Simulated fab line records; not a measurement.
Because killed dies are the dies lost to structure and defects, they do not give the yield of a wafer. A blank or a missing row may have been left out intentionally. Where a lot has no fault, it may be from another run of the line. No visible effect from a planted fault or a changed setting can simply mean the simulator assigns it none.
Chamber matching | flow gf180mcu | rie_si-02 running GF_POLY_GATE_ETCH_13: 4 sister chambers
The step etches poly-Si in HBr/Cl2, stops on SiO2, target depth 198.5 nm, time 69.6 s. 8 wafers are shown with their chamber, then 8 later ones without.

## WAFERS PAIRED WITH THEIR CHAMBERS
wafer  | chamber | drypump_motor_current_A (A) | run_length_s (s)
L655.1 | 3       | 5.5                         | 97.8
L665.2 | 0       | 4.7                         | 96.9
L665.3 | 1       | 6.1                         | 97.4
L665.6 | 2       | 6.0                         | 98.0
L667.2 | 1       | 6.1                         | 97.4
L667.3 | 0       | 4.7                         | 97.1
L667.5 | 3       | 5.5                         | 97.8
L673.1 | 2       | 6.1                         | 98.1

## WAFERS WITH NO CHAMBER GIVEN
wafer  | drypump_motor_current_A (A) | run_length_s (s)
L673.3 | 5.4                         | 97.6
L673.6 | 4.7                         | 96.9
L674.1 | 4.6                         | 97.0
L674.2 | 5.5                         | 97.9
L674.5 | 5.5                         | 97.7
L675.1 | 5.5                         | 97.7
L675.2 | 6.1                         | 98.2
L675.6 | 4.7                         | 96.9

## WHICH CHAMBER EACH WENT THROUGH
wafer  | from the rows above | in truth
L673.3 | 3                   | 3
L673.6 | 0                   | 0
L674.1 | 0                   | 0
L674.2 | 3                   | 3
L674.5 | 3                   | 3
L675.1 | 3                   | 3
L675.2 | 2                   | 2
L675.6 | 0                   | 0
8 of 8 placed correctly. Not placeable from these rows: 0. Placed wrongly: 0.
How it was worked out, from the rows above alone: a wafer's distance from a chamber is the root of the sum, over the readings, of the square of ((its reading less the chamber's mean) divided by the reading's scatter). If the next closest chamber is less than 2 further off than the closest, the wafer can't be placed; otherwise it belongs to the closest. For every chamber, the mean is computed from those of its wafers that are shown. The scatter: the root of (the sum of the squares of (reading less its chamber's mean) over the shown wafers, divided by (wafers less chambers)).
